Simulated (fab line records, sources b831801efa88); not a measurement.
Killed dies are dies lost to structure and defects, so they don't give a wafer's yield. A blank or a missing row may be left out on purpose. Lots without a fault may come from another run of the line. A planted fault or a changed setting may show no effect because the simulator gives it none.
fab line records | flow gf180mcu
record lots=5 wafers=15 last_day=32
route steps=602 shown V4@476 MIM@503
lots that met no fault: from a run of the same line without faults
start_h: hours from the record's first day to the start of the lot's first wafer shown | wait_h: hours since the lot's step before | " the same as in the row above | L1.1+2: a row that stands for several wafers | - no value, or no start given | * or withheld: withheld | < > ~ a bound
route shown NAME@n: a module of which the file shows steps, and the number in the route of the first | usual: mean/standard deviation of fault-free wafers | same: alike in all rows | chamber/n: place in a boat | sites: the reading at each site | _std_site: their standard deviation | _edge_site: outer sites' mean less inner sites' | radius_mm: how far each site lies from the wafer's centre | mask NAME#n: copy n | behind: the tool/chamber that last shaped the wafer | hold: why the lot was held/for how many hours/how that ended | device: the transistor (n, p or np) that didn't switch | end of line: the same wafers' tests at the end of the route | a step without rows: its recipe alone | killed: dies lost to structure and defects at the first sort, not the wafer's yield | map: a wafer's dies, x killed, . not, _ none there
set.NAME: the setting as run; set.NAME@STEP: as run at that earlier step | model.NAME: the simulator's own value behind a step, which no gauge read
lots at some steps of the route; a table a step, a row a wafer
services: from which hour (start_h, from the record's first day; less than 0 if before it) a tool's chamber was out of use, for how many hours, and why
## steps
# step GF_V4_CVD_00
# recipe material=SiO2 target_thk_nm=600 sigma_open_frac=0.3 temp_c=400 time_s=100 sih4_flow_sccm=60 pressure_mtorr=6
# columns lot.wafer tool chamber start_h wait_h
L074.1+3+6 hdpcvd-02 1,0,2 538.04 0.0
L081.1+2+3 hdpcvd-02 0,1,2 599.18 0.0
L086.1+3+5 hdpcvd-02 1,0,0 639.94 0.0
L087.1+2+5 hdpcvd-02 0,2,1 647.36 0.0
L088.2+5+6 hdpcvd-02 0,2,1 651.48 0.0
# step GF_V4_THK_MEAS_01
# recipe reads=SiO2_of_V4_CVD_00
# usual V4_CVD_00_THK=601/4.7
# columns lot.wafer tool chamber start_h wait_h V4_CVD_00_THK[nm]
L074.1 film_metro-04 - 538.12 0.0 596
L074.3 " - " " 602
L074.6 " - " " 605
L081.1 film_metro-01 - 599.25 0.0 596
L081.2 " - " " 589
L081.3 " - " " 598
L086.1 film_metro-01 - 640.01 0.0 601
L086.3 " - " " 598
L086.5 " - " " 602
L087.1 film_metro-01 - 647.43 0.0 599
L087.2 " - " " 604
L087.5 " - " " 603
L088.2 film_metro-01 - 651.56 0.0 599
L088.5 " - " " 599
L088.6 " - " " 609
# step GF_V4_CVD_02
# recipe material=SiO2 target_thk_nm=850 precursor=TEOS temp_c=400 time_s=94.851 rf_w=600
# usual heater_power_w=621/110
# columns lot.wafer tool chamber start_h wait_h heater_power_w
L074.1 pecvd-04 1 538.18 0.1 675
L074.3 " 0 " " 718
L074.6 " 1 " " 722
L081.1 pecvd-01 1 599.31 0.1 546
L081.2 " 0 " " 577
L081.3 " 2 " " 508
L086.1 pecvd-04 1 640.07 0.1 670
L086.3 " 2 " " 538
L086.5 " 1 " " 714
L087.1 pecvd-04 1 647.49 0.1 684
L087.2 " 0 " " 645
L087.5 " 0 " " 716
L088.2 pecvd-01 0 651.61 0.0 624
L088.5 " 1 " " 619
L088.6 " 0 " " 655
# step GF_V4_THK_MEAS_03
# recipe reads=SiO2_of_V4_CVD_02
# usual V4_CVD_02_THK=851/12
# columns lot.wafer tool chamber start_h wait_h V4_CVD_02_THK[nm]
L074.1 film_metro-03 - 538.25 0.0 858
L074.3 " - " " 843
L074.6 " - " " 862
L081.1 film_metro-03 - 599.38 0.0 843
L081.2 " - " " 851
L081.3 " - " " 858
L086.1 film_metro-03 - 640.14 0.0 846
L086.3 " - " " 824
L086.5 " - " " 869
L087.1 film_metro-01 - 647.56 0.0 860
L087.2 " - " " 844
L087.5 " - " " 856
L088.2 film_metro-01 - 651.69 0.0 851
L088.5 " - " " 856
L088.6 " - " " 870
# step GF_V4_CMP_04
# recipe material=SiO2 down_force_psi=4 platen_rpm=60 pad_velocity_m_s=0.94248
# usual motor_current_A=11.8/1.3 platen_rpm=60.00/0.041 slurry_flow_ml_min=150.1/0.45 time_to_endpoint_s=81/5.2
# columns lot.wafer tool chamber start_h wait_h motor_current_A platen_rpm slurry_flow_ml_min time_to_endpoint_s
L074.3 cmp-01 2 538.36 0.1 12.1 60.01 149.6 79
L074.1 " 0 " " 14.1 60.02 149.6 79
L074.6 " 1 " " 11.8 60.05 150.7 88
L081.3 cmp-02 3 599.44 0.0 10.6 59.91 149.7 81
L081.2 " 0 " " 11.4 60.01 149.9 83
L081.1 " 1 " " 11.5 59.99 149.7 80
L086.1 cmp-02 0 640.25 0.1 12.1 60.03 151.3 78
L086.3 " 1 " " 10.9 60.02 150.5 78
L086.5 " 0 " " 11.2 60.02 149.8 86
L087.1 cmp-02 2 647.67 0.1 12.2 59.98 150.0 84
L087.2 " 3 " " 10.9 60.03 150.6 76
L087.5 " 2 " " 12.5 59.97 150.3 81
L088.2 cmp-01 3 651.84 0.1 10.0 60.01 150.3 88
L088.5 " 1 " " 12.0 59.99 149.8 85
L088.6 " 2 " " 11.7 60.00 151.1 92
# step GF_V4_BOW_MEAS_05
# recipe mode=bow
# usual V4_BOW=138/8.9
# columns lot.wafer tool chamber start_h wait_h V4_BOW[um]
L074.1 film_metro-01 - 538.61 0.1 132
L074.3 " - " " 146
L074.6 " - " " 139
L081.1 film_metro-01 - 599.74 0.1 130
L081.2 " - " " 135
L081.3 " - " " 132
L086.1 film_metro-03 - 640.50 0.2 126
L086.3 " - " " 140
L086.5 " - " " 145
L087.1 film_metro-04 - 647.92 0.2 145
L087.2 " - " " 146
L087.5 " - " " 135
L088.2 film_metro-04 - 652.06 0.2 148
L088.5 " - " " 134
L088.6 " - " " 120
# step GF_V4_DEHYDRATE_06
# recipe temp_c=200 time_s=60
# columns lot.wafer tool chamber start_h wait_h
L074.1+3+6 litho_track-02 0 549.42 10.8
L081.1+2+3 litho_track-03 0 609.71 9.9
L086.1+3+5 litho_track-01 0 649.97 9.5
L087.1+2+5 litho_track-03 0 657.31 9.4
L088.2+5+6 litho_track-01 0 660.95 8.9
# step GF_V4_HMDS_07
# recipe prime_time_s=60 prime_temp_c=120
# columns lot.wafer tool chamber start_h wait_h
L074.1+3+6 litho_track-02 0 549.57 0.1
L081.1+2+3 litho_track-03 0 609.86 0.1
L086.1+3+5 litho_track-01 0 650.12 0.1
L087.1+2+5 litho_track-03 0 657.46 0.1
L088.2+5+6 litho_track-01 0 661.10 0.1
# step GF_V4_COAT_08
# recipe resist=BARC temp_c=withheld time_s=withheld spin_rpm=withheld resist_thk_nm=withheld
# usual dispense_pressure_kPa=47/4.3
# columns lot.wafer tool chamber start_h wait_h dispense_pressure_kPa
L074.1 litho_track-02 0 549.72 0.1 50
L074.3 " 0 " " 50
L074.6 " 0 " " 50
L081.1 litho_track-03 0 610.01 0.1 50
L081.2 " 0 " " 50
L081.3 " 0 " " 50
L086.1 litho_track-01 0 650.27 0.1 41
L086.3 " 0 " " 41
L086.5 " 0 " " 41
L087.1 litho_track-03 0 657.61 0.1 50
L087.2 " 0 " " 50
L087.5 " 0 " " 50
L088.2 litho_track-01 0 661.25 0.1 41
L088.5 " 0 " " 41
L088.6 " 0 " " 41
# step GF_V4_COAT_09
# recipe resist=KrF spin_rpm=withheld resist_thk_nm=1000
# usual dispense_pressure_kPa=47/4.3
# columns lot.wafer tool chamber start_h wait_h dispense_pressure_kPa
L074.1 litho_track-02 0 - - 50
L074.3 " 0 " " 50
L074.6 " 0 " " 50
L081.1 litho_track-03 0 - - 50
L081.2 " 0 " " 50
L081.3 " 0 " " 50
L086.1 litho_track-01 0 - - 41
L086.3 " 0 " " 41
L086.5 " 0 " " 41
L087.1 litho_track-03 0 - - 50
L087.2 " 0 " " 50
L087.5 " 0 " " 50
L088.2 litho_track-01 0 - - 41
L088.5 " 0 " " 41
L088.6 " 0 " " 41
# step GF_V4_SOFTBAKE_10
# recipe temp_c=130 time_s=60 resist=KrF
# columns lot.wafer tool chamber start_h wait_h
L074.1+3+6 litho_track-02 0 - -
L081.1+2+3 litho_track-03 0 - -
L086.1+3+5 litho_track-01 0 - -
L087.1+2+5 litho_track-03 0 - -
L088.2+5+6 litho_track-01 0 - -
# step GF_V4_EXPOSE_11
# recipe mask_id=Via4 target_cd_nm=260 na=0.68 source_shape=conventional sigma_outer=0.6 dose_mj=38
# columns lot.wafer tool chamber start_h wait_h mask
L074.1+3+6 krf_scanner-02 0 - - Via4#0
L081.1+2+3 krf_scanner-02 0 - - Via4#0
L086.1+3+5 krf_scanner-01 0 - - Via4#0
L087.1+2+5 krf_scanner-02 0 - - Via4#0
L088.2+5+6 krf_scanner-02 0 - - Via4#0
# step GF_V4_PEB_12
# recipe peb_temp_c=135 peb_time_s=90 resist=KrF
# columns lot.wafer tool chamber start_h wait_h
L074.1+3+6 litho_track-02 0 - -
L081.1+2+3 litho_track-01 0 - -
L086.1+3+5 litho_track-02 0 - -
L087.1+2+5 litho_track-01 0 - -
L088.2+5+6 litho_track-03 0 - -
# step GF_V4_DEVELOP_13
# recipe develop_time_s=60 resist=KrF dev_temp_c=21
# usual developer_temp_C=21.01/0.11
# columns lot.wafer tool chamber start_h wait_h developer_temp_C
L074.1 litho_track-02 0 561.22 0.2 20.98
L074.3 " 0 " " 20.97
L074.6 " 0 " " 20.97
L081.1 litho_track-01 0 620.52 0.2 20.91
L081.2 " 0 " " 20.84
L081.3 " 0 " " 20.85
L086.1 litho_track-02 0 659.92 0.2 21.24
L086.3 " 0 " " 21.23
L086.5 " 0 " " 21.18
L087.1 litho_track-01 0 667.27 0.2 21.06
L087.2 " 0 " " 21.17
L087.5 " 0 " " 21.12
L088.2 litho_track-03 0 671.33 0.2 20.97
L088.5 " 0 " " 20.93
L088.6 " 0 " " 20.94
# step GF_V4_CD_MEAS_14
# recipe target_cd_nm=260
# usual cd_nm=260.2/1.3
# columns lot.wafer tool chamber start_h wait_h cd_nm
L074.1 cd_sem-01 - 561.37 0.1 259.7
L074.3 " - " " 259.1
L074.6 " - " " 258.0
L081.1 cd_sem-02 - 620.67 0.1 261.5
L081.2 " - " " 261.0
L081.3 " - " " 261.2
L086.1 cd_sem-02 - 660.07 0.1 258.7
L086.3 " - " " 259.3
L086.5 " - " " 258.8
L087.1 cd_sem-01 - 667.42 0.1 262.5
L087.2 " - " " 261.7
L087.5 " - " " 262.1
L088.2 cd_sem-01 - 671.48 0.1 258.8
L088.5 " - " " 259.6
L088.6 " - " " 259.4
# step GF_V4_OVL_MEAS_15
# usual V4_OVL=-3/5.9
# columns lot.wafer tool chamber start_h wait_h V4_OVL[nm]
L074.1 overlay-01 - 561.49 0.1 -7
L074.3 " - " " -4
L074.6 " - " " -8
L081.1 overlay-02 - 620.79 0.1 10
L081.2 " - " " 7
L081.3 " - " " 12
L086.1 overlay-02 - 660.19 0.1 5
L086.3 " - " " 2
L086.5 " - " " 1
L087.1 overlay-02 - 667.54 0.1 -2
L087.2 " - " " -5
L087.5 " - " " 0
L088.2 overlay-01 - 671.58 0.1 0
L088.5 " - " " 2
L088.6 " - " " -3
# step GF_V4_ETCH_16
# recipe chemistry=N2/H2 target_depth_a=withheld overetch_a=withheld time_s=withheld target=BARC ion_energy_ev=200 source_w=500 bias_w=100 pressure_mtorr=30 n2_flow_sccm=100 h2_flow_sccm=200
# usual drypump_motor_current_A=6.0/0.54 h2_flow_sccm=200.0/0.52 oes_product_au=0.855/0.0044 throttle_valve_pct=13.224/0.0084
# columns lot.wafer tool chamber start_h wait_h drypump_motor_current_A h2_flow_sccm oes_product_au throttle_valve_pct
L074.1 rie_diel-03 1 561.52 0.0 6.1 200.7 0.854 13.237
L074.3 " 2 " " 5.3 199.4 0.854 13.224
L074.6 " 2 " " 5.3 199.6 0.849 13.205
L081.1 rie_diel-01 3 620.83 0.0 6.1 199.3 0.850 13.223
L081.2 " 1 " " 6.4 199.5 0.859 13.218
L081.3 " 2 " " 6.4 199.3 0.853 13.227
L086.1 rie_diel-03 2 660.22 0.0 5.4 200.8 0.857 13.222
L086.3 " 0 " " 6.7 199.8 0.857 13.224
L086.5 " 0 " " 6.7 199.3 0.858 13.221
L087.1 rie_diel-01 1 667.58 0.0 6.4 200.6 0.858 13.220
L087.2 " 3 " " 6.1 200.8 0.851 13.218
L087.5 " 3 " " 6.0 200.6 0.851 13.219
L088.2 rie_diel-03 2 671.61 0.0 5.3 200.4 0.849 13.222
L088.5 " 1 " " 6.1 199.9 0.852 13.226
L088.6 " 0 " " 6.7 200.3 0.858 13.218
# step GF_V4_ETCH_17
# recipe chemistry=C4F8/O2/Ar mask_material=KrF target=SiO2 stop_on=TiN source_w=1500 bias_w=1200 pressure_mtorr=40 c4f8_flow_sccm=withheld O2_flow_sccm=6 Ar_flow_sccm=300 time_s=withheld target_depth_a=6300
# usual oes_product_au=0.856/0.0052
# columns lot.wafer tool chamber start_h wait_h oes_product_au
L074.1 rie_diel-03 1 - - 0.858
L074.3 " 2 " " 0.850
L074.6 " 2 " " 0.855
L081.1 rie_diel-01 3 - - 0.856
L081.2 " 1 " " 0.855
L081.3 " 2 " " 0.850
L086.1 rie_diel-03 2 - - 0.859
L086.3 " 0 " " 0.858
L086.5 " 0 " " 0.854
L087.1 rie_diel-01 1 - - 0.862
L087.2 " 3 " " 0.864
L087.5 " 3 " " 0.855
L088.2 rie_diel-03 2 - - 0.852
L088.5 " 1 " " 0.855
L088.6 " 0 " " 0.863
# step GF_V4_STRIP_18
# recipe chemistry=O2/N2 power_w=1400 pressure_mtorr=1500 platen_temp_c=250 o2_flow_sccm=3000 n2_flow_sccm=300 overash_fraction=0.5
# usual drypump_motor_current_A=6.1/0.35 heater_power_w=326/39 o2_flow_sccm=3000/8.8 oes_product_au=0.592/0.0051
# columns lot.wafer tool chamber start_h wait_h drypump_motor_current_A heater_power_w o2_flow_sccm oes_product_au rf_hours_counter_h
L074.1 plasma_asher-03 1 561.65 - 6.0 285 3004 0.592 84
L074.3 " 0 " " 6.1 347 3002 0.596 -
L074.6 " 1 " " 6.0 284 2991 0.595 -
L081.1 plasma_asher-03 1 620.96 - 6.0 285 2986 0.598 90
L081.2 " 0 " " 6.1 338 3007 0.600 90
L081.3 " 0 " " 6.1 337 2978 0.584 -
L086.1 plasma_asher-03 1 660.35 - 6.1 282 3000 0.586 94
L086.3 " 0 " " 6.1 344 3006 0.590 -
L086.5 " 1 " " 6.0 286 3000 0.587 -
L087.1 plasma_asher-04 0 667.71 - 5.8 274 2992 0.595 91
L087.2 " 1 " " 5.4 344 3001 0.588 91
L087.5 " 1 " " 5.4 346 3000 0.594 -
L088.2 plasma_asher-03 1 671.74 - 6.1 285 2998 0.604 95
L088.5 " 0 " " 6.1 346 2999 0.587 -
L088.6 " 1 " " 6.0 275 3003 0.593 -
# step GF_V4_STRIP_19
# recipe chemistry=post_etch_residue_remover time_s=1200 temp_c=72.5
# usual bath_heat_duty_pct=13.3/1.5
# columns lot.wafer tool chamber start_h wait_h bath_heat_duty_pct
L074.1 wet_bench-02 3 561.75 0.1 17.0
L074.3 " 3 " " 15.4
L074.6 " 3 " " 15.6
L081.1 wet_bench-03 0 621.06 0.1 12.3
L081.2 " 0 " " 11.8
L081.3 " 0 " " 11.6
L086.1 wet_bench-03 0 660.45 0.1 13.4
L086.3 " 0 " " 12.4
L086.5 " 0 " " 13.1
L087.1 wet_bench-03 0 667.81 0.1 12.7
L087.2 " 0 " " 12.5
L087.5 " 0 " " 12.8
L088.2 wet_bench-03 1 671.84 0.1 13.3
L088.5 " 1 " " 16.5
L088.6 " 1 " " 16.5
# step GF_V4_CLEAN_20
# recipe chemistry=DIW dry=n2_spin
# columns lot.wafer tool chamber start_h wait_h
L074.1+3+6 wet_bench-04 0 562.10 0.0
L081.1+2+3 wet_bench-02 2 621.40 0.0
L086.1+3+5 wet_bench-02 3 660.79 0.0
L087.1+2+5 wet_bench-04 2 668.15 0.0
L088.2+5+6 wet_bench-02 1 672.18 0.0
# step GF_V4_SPUTTER_21
# recipe material=Ti target_thk_nm=15 chamber_pressure_pa=5 power_w=2500 substrate_temp_c=200 time_s=80.02
# usual throttle_valve_pct=30.2/0.93
# columns lot.wafer tool chamber start_h wait_h throttle_valve_pct
L074.1 pvd_sputter-04 - 562.20 0.0 29.1
L074.3 " - " " 30.7
L074.6 " - " " 30.5
L081.1 pvd_sputter-03 - 621.50 0.0 30.8
L081.2 " - " " 28.4
L081.3 " - " " 29.7
L086.1 pvd_sputter-04 - 660.89 0.0 30.8
L086.3 " - " " 29.2
L086.5 " - " " 30.9
L087.1 pvd_sputter-02 - 668.24 0.0 29.6
L087.2 " - " " 28.6
L087.5 " - " " 31.4
L088.2 pvd_sputter-04 - 672.27 0.0 29.2
L088.5 " - " " 31.0
L088.6 " - " " 29.0
# step GF_V4_SPUTTER_22
# recipe material=TiN target_thk_nm=10 chamber_pressure_pa=5 power_w=4000 time_s=40
# usual throttle_valve_pct=30.2/0.92
# columns lot.wafer tool chamber start_h wait_h throttle_valve_pct
L074.1 pvd_sputter-04 - 562.26 0.0 29.2
L074.3 " - " " 31.0
L074.6 " - " " 31.1
L081.1 pvd_sputter-03 - 621.56 0.0 30.5
L081.2 " - " " 28.4
L081.3 " - " " 29.9
L086.1 pvd_sputter-04 - 660.95 0.0 30.7
L086.3 " - " " 29.2
L086.5 " - " " 31.0
L087.1 pvd_sputter-02 - 668.30 0.0 29.6
L087.2 " - " " 28.7
L087.5 " - " " 31.7
L088.2 pvd_sputter-04 - 672.34 0.0 29.2
L088.5 " - " " 30.7
L088.6 " - " " 28.9
# step GF_V4_CVD_23
# recipe material=W target_thk_nm=350 time_s=104.9 temp_c=400 pressure_torr=40
# usual heater_power_w=880/55
# columns lot.wafer tool chamber start_h wait_h heater_power_w
L074.1 cvd_w-01 0 562.30 0.0 946
L074.3 " 0 " " 952
L074.6 " 0 " " 960
L081.1 cvd_w-01 1 621.60 0.0 913
L081.2 " 0 " " 958
L081.3 " 0 " " 952
L086.1 cvd_w-02 1 660.99 0.0 835
L086.3 " 0 " " 822
L086.5 " 0 " " 825
L087.1 cvd_w-02 0 668.34 0.0 821
L087.2 " 1 " " 848
L087.5 " 1 " " 842
L088.2 cvd_w-02 1 672.37 0.0 837
L088.5 " 0 " " 829
L088.6 " 1 " " 843
# step GF_V4_RS_MEAS_24
# recipe thk_meas_gauge=four-point-probe reads=W_of_V4_CVD_23+TiN_of_V4_SPUTTER_22+Ti_of_V4_SPUTTER_21
# usual V4_W_RS=0.328/0.0033
# columns lot.wafer tool chamber start_h wait_h V4_W_RS[ohm/sq]
L074.1 film_metro-04 - 562.41 0.1 0.333
L074.3 " - " " 0.332
L074.6 " - " " 0.328
L081.1 film_metro-01 - 621.71 0.1 0.332
L081.2 " - " " 0.332
L081.3 " - " " 0.331
L086.1 film_metro-01 - 661.10 0.1 0.330
L086.3 " - " " 0.320
L086.5 " - " " 0.323
L087.1 film_metro-03 - 668.45 0.1 0.320
L087.2 " - " " 0.326
L087.5 " - " " 0.331
L088.2 film_metro-04 - 672.51 0.1 0.330
L088.5 " - " " 0.323
L088.6 " - " " 0.333
# step GF_V4_THK_MEAS_25
# recipe thk_meas_gauge=xrf reads=W_of_V4_CVD_23
# usual V4_W_THK=339/4.1
# columns lot.wafer tool chamber start_h wait_h V4_W_THK[nm]
L074.1 film_metro-04 - 562.53 0.1 331
L074.3 " - " " 332
L074.6 " - " " 336
L081.1 film_metro-01 - 621.83 0.1 338
L081.2 " - " " 337
L081.3 " - " " 338
L086.1 film_metro-01 - 661.22 0.1 340
L086.3 " - " " 350
L086.5 " - " " 346
L087.1 film_metro-03 - 668.57 0.1 348
L087.2 " - " " 342
L087.5 " - " " 339
L088.2 film_metro-04 - 672.62 0.1 333
L088.5 " - " " 339
L088.6 " - " " 332
# step GF_V4_CMP_26
# recipe stop_on=SiO2 down_force_psi=3.5 platen_rpm=60 t_overpolish_s=15 target_thk_nm=0 pad_velocity_m_s=0.94248
# usual motor_current_A=10.8/1.3 overpolish_run_s=14.999/0.0092 platen_rpm=60.00/0.047 slurry_flow_ml_min=150.0/0.45 time_to_endpoint_s=85/3.3
# columns lot.wafer tool chamber start_h wait_h motor_current_A overpolish_run_s platen_rpm slurry_flow_ml_min time_to_endpoint_s
L074.1 cmp-02 0 562.64 0.1 10.2 15.019 59.89 150.2 77
L074.3 " 1 " " 9.9 14.995 59.99 149.6 85
L074.6 " 3 " " 10.2 14.999 59.89 150.6 78
L081.3 cmp-02 0 622.10 0.2 11.3 14.988 59.97 149.5 80
L081.2 " 1 " " 9.8 14.997 60.02 150.4 85
L081.1 " 3 " " 9.8 14.990 59.94 149.5 79
L086.3 cmp-01 3 661.28 0.0 9.2 15.000 60.03 149.3 92
L086.1 " 1 " " 11.1 14.993 60.02 150.1 91
L086.5 " 3 " " 8.7 14.995 60.04 149.9 91
L087.1 cmp-02 3 668.63 0.1 9.7 15.002 59.99 150.3 84
L087.2 " 2 " " 11.9 15.008 60.01 149.9 84
L087.5 " 0 " " 10.5 14.980 59.96 150.1 84
L088.2 cmp-02 3 672.82 0.2 9.8 15.012 60.02 150.5 86
L088.5 " 0 " " 10.7 14.997 59.92 149.9 89
L088.6 " 1 " " 10.3 15.000 60.05 150.2 86
# step GF_MIM_SPUTTER_00
# recipe material=Ti target_thk_nm=37.5 arriving_ion_energy_ev=80 substrate_temp_c=200 chamber_pressure_pa=2 power_w=4000 time_s=150
# usual throttle_valve_pct=30.1/0.89
# columns lot.wafer tool chamber start_h wait_h throttle_valve_pct
L074.1 pvd_sputter-03 - 562.89 0.2 30.5
L074.3 " - " " 31.0
L074.6 " - " " 28.4
L081.1 pvd_sputter-03 - 622.40 0.1 28.4
L081.2 " - " " 29.8
L081.3 " - " " 30.2
L086.1 pvd_sputter-03 - 661.58 0.1 31.0
L086.3 " - " " 30.3
L086.5 " - " " 28.3
L087.1 pvd_sputter-01 - 668.93 0.2 30.3
L087.2 " - " " 30.1
L087.5 " - " " 30.2
L088.2 pvd_sputter-03 - 672.97 0.1 28.1
L088.5 " - " " 31.1
L088.6 " - " " 28.6
# step GF_MIM_SPUTTER_01
# recipe material=TiN target_thk_nm=30 power_w=6500 time_s=25 chamber_pressure_pa=0.4
# usual throttle_valve_pct=30.1/0.9
# columns lot.wafer tool chamber start_h wait_h throttle_valve_pct
L074.1 pvd_sputter-03 - 562.99 0.1 30.3
L074.3 " - " " 30.8
L074.6 " - " " 28.2
L081.1 pvd_sputter-03 - 622.50 0.1 28.3
L081.2 " - " " 29.7
L081.3 " - " " 30.5
L086.1 pvd_sputter-03 - 661.68 0.1 31.1
L086.3 " - " " 30.3
L086.5 " - " " 28.5
L087.1 pvd_sputter-01 - 669.03 0.1 30.6
L087.2 " - " " 30.2
L087.5 " - " " 30.2
L088.2 pvd_sputter-03 - 673.07 0.1 28.3
L088.5 " - " " 30.9
L088.6 " - " " 28.0
# step GF_MIM_SPUTTER_02
# recipe material=AlCu target_thk_nm=450 power_w=10600 time_s=23.9 chamber_pressure_pa=0.4
# usual throttle_valve_pct=30.1/0.88
# columns lot.wafer tool chamber start_h wait_h throttle_valve_pct
L074.1 pvd_sputter-03 - 563.02 0.0 30.1
L074.3 " - " " 31.3
L074.6 " - " " 28.7
L081.1 pvd_sputter-03 - 622.53 0.0 28.6
L081.2 " - " " 29.8
L081.3 " - " " 30.4
L086.1 pvd_sputter-03 - 661.71 0.0 31.1
L086.3 " - " " 30.5
L086.5 " - " " 28.2
L087.1 pvd_sputter-01 - 669.06 0.0 30.2
L087.2 " - " " 30.6
L087.5 " - " " 30.3
L088.2 pvd_sputter-03 - 673.10 0.0 28.3
L088.5 " - " " 30.6
L088.6 " - " " 28.5
# step GF_MIM_SPUTTER_03
# recipe material=Ti target_thk_nm=10 substrate_temp_c=300 chamber_pressure_pa=0.3 power_w=3000 time_s=6.7
# usual throttle_valve_pct=30.1/0.89
# columns lot.wafer tool chamber start_h wait_h throttle_valve_pct
L074.1 pvd_sputter-03 - 563.05 0.0 30.4
L074.3 " - " " 30.9
L074.6 " - " " 28.6
L081.1 pvd_sputter-03 - 622.56 0.0 28.3
L081.2 " - " " 29.8
L081.3 " - " " 30.5
L086.1 pvd_sputter-03 - 661.74 0.0 30.7
L086.3 " - " " 30.3
L086.5 " - " " 28.2
L087.1 pvd_sputter-01 - 669.09 0.0 30.2
L087.2 " - " " 30.0
L087.5 " - " " 30.3
L088.2 pvd_sputter-03 - 673.13 0.0 28.2
L088.5 " - " " 31.0
L088.6 " - " " 28.2
# step GF_MIM_SPUTTER_04
# recipe material=TiN target_thk_nm=50 power_w=6500 time_s=41.7 chamber_pressure_pa=0.4
# usual throttle_valve_pct=30.1/0.91
# columns lot.wafer tool chamber start_h wait_h throttle_valve_pct
L074.1 pvd_sputter-03 - 563.07 0.0 30.3
L074.3 " - " " 31.1
L074.6 " - " " 28.3
L081.1 pvd_sputter-03 - 622.58 0.0 28.3
L081.2 " - " " 29.9
L081.3 " - " " 30.4
L086.1 pvd_sputter-03 - 661.76 0.0 30.9
L086.3 " - " " 30.6
L086.5 " - " " 28.2
L087.1 pvd_sputter-01 - 669.11 0.0 30.0
L087.2 " - " " 30.2
L087.5 " - " " 30.4
L088.2 pvd_sputter-03 - 673.15 0.0 28.1
L088.5 " - " " 30.8
L088.6 " - " " 28.1
# step GF_MIM_CVD_05
# recipe material=Si3N4 target_thk_nm=42 temp_max_c=400 temp_c=385 time_s=29.086 rf_w=450
# usual heater_power_w=622/110
# columns lot.wafer tool chamber start_h wait_h heater_power_w
L074.1 pecvd-01 1 563.11 0.0 603
L074.3 " 2 " " 538
L074.6 " 1 " " 626
L081.1 pecvd-03 0 622.62 0.0 689
L081.2 " 2 " " 770
L081.3 " 1 " " 322
L086.1 pecvd-02 1 661.80 0.0 645
L086.3 " 0 " " 686
L086.5 " 0 " " 709
L087.1 pecvd-03 0 669.15 0.0 703
L087.2 " 1 " " 394
L087.5 " 0 " " 693
L088.2 pecvd-03 2 673.19 0.0 710
L088.5 " 1 " " 365
L088.6 " 2 " " 721
# step GF_MIM_THK_MEAS_06
# recipe reads=Si3N4_of_MIM_CVD_05
# usual MIM_CVD_05_THK=42.0/0.57
# columns lot.wafer tool chamber start_h wait_h MIM_CVD_05_THK[nm]
L074.1 film_metro-01 - 563.14 0.0 41.9
L074.3 " - " " 42.5
L074.6 " - " " 42.9
L081.1 film_metro-01 - 622.65 0.0 42.5
L081.2 " - " " 41.5
L081.3 " - " " 42.4
L086.1 film_metro-01 - 661.83 0.0 41.0
L086.3 " - " " 41.5
L086.5 " - " " 42.2
L087.1 film_metro-02 - 669.19 0.0 41.4
L087.2 " - " " 41.6
L087.5 " - " " 41.4
L088.2 film_metro-03 - 673.25 0.0 41.1
L088.5 " - " " 42.1
L088.6 " - " " 41.9
# step GF_MIM_SPUTTER_07
# recipe material=TiN target_thk_nm=60 power_w=6500 time_s=50 chamber_pressure_pa=0.4
# usual throttle_valve_pct=30.2/0.87
# columns lot.wafer tool chamber start_h wait_h throttle_valve_pct
L074.1 pvd_sputter-04 - 563.20 0.1 31.0
L074.3 " - " " 29.1
L074.6 " - " " 29.0
L081.1 pvd_sputter-04 - 622.71 0.1 29.0
L081.2 " - " " 31.0
L081.3 " - " " 30.7
L086.1 pvd_sputter-04 - 661.89 0.1 31.1
L086.3 " - " " 29.1
L086.5 " - " " 31.1
L087.1 pvd_sputter-03 - 669.25 0.1 31.1
L087.2 " - " " 29.5
L087.5 " - " " 31.0
L088.2 pvd_sputter-01 - 673.30 0.0 30.2
L088.5 " - " " 30.2
L088.6 " - " " 30.2
# step GF_MIM_SPUTTER_08
# recipe material=AlCu target_thk_nm=200 power_w=10600 time_s=10.6 chamber_pressure_pa=0.4
# usual throttle_valve_pct=30.2/0.86
# columns lot.wafer tool chamber start_h wait_h throttle_valve_pct
L074.1 pvd_sputter-04 - 563.25 0.0 30.9
L074.3 " - " " 29.1
L074.6 " - " " 29.1
L081.1 pvd_sputter-04 - 622.76 0.0 29.1
L081.2 " - " " 30.9
L081.3 " - " " 30.6
L086.1 pvd_sputter-04 - 661.94 0.0 31.3
L086.3 " - " " 29.0
L086.5 " - " " 31.0
L087.1 pvd_sputter-03 - 669.29 0.0 30.8
L087.2 " - " " 29.5
L087.5 " - " " 30.9
L088.2 pvd_sputter-01 - 673.34 0.0 30.4
L088.5 " - " " 30.4
L088.6 " - " " 30.3
# step GF_MIM_SPUTTER_09
# recipe material=TiN target_thk_nm=35 power_w=6500 time_s=29.2 chamber_pressure_pa=0.4
# usual throttle_valve_pct=30.2/0.84
# columns lot.wafer tool chamber start_h wait_h throttle_valve_pct
L074.1 pvd_sputter-04 - 563.27 0.0 31.2
L074.3 " - " " 29.0
L074.6 " - " " 29.1
L081.1 pvd_sputter-04 - 622.78 0.0 29.0
L081.2 " - " " 30.9
L081.3 " - " " 30.6
L086.1 pvd_sputter-04 - 661.96 0.0 31.0
L086.3 " - " " 29.0
L086.5 " - " " 31.0
L087.1 pvd_sputter-03 - 669.31 0.0 30.5
L087.2 " - " " 29.8
L087.5 " - " " 31.0
L088.2 pvd_sputter-01 - 673.36 0.0 30.2
L088.5 " - " " 30.3
L088.6 " - " " 30.4
## services
# columns tool chamber start_h hours kind
cvd_w-02 - 521.47 0.4 repair
krf_scanner-02 - 525.43 1.0 pm
cmp-02 - 533.78 4.8 pm
rie_diel-03 2 535.53 7.0 repair
krf_scanner-02 - 538.76 0.8 pm
pvd_sputter-03 - 544.52 1.6 repair
rie_diel-03 1 546.62 3.1 repair
rie_diel-03 3 565.44 17.6 repair
krf_scanner-02 - 569.04 0.4 repair
cmp-02 - 572.33 4.0 pm
pecvd-03 - 591.12 14.0 pm
rie_diel-03 3 597.68 1.3 repair
pecvd-04 2 598.03 4.7 repair
rie_diel-03 - 599.21 0.1 repair
krf_scanner-02 - 601.63 1.3 pm
hdpcvd-02 1 608.92 4.4 repair
cmp-02 - 613.17 0.9 repair
pvd_sputter-01 - 652.92 4.3 repair
rie_diel-01 0 653.02 13.9 repair
hdpcvd-02 2 659.05 28.6 repair
krf_scanner-02 - 669.27 0.3 repair
krf_scanner-02 - 670.86 0.3 repair
pvd_sputter-04 - 672.52 6.8 repair
hdpcvd-02 - 673.03 1.8 repair
## key
fault none
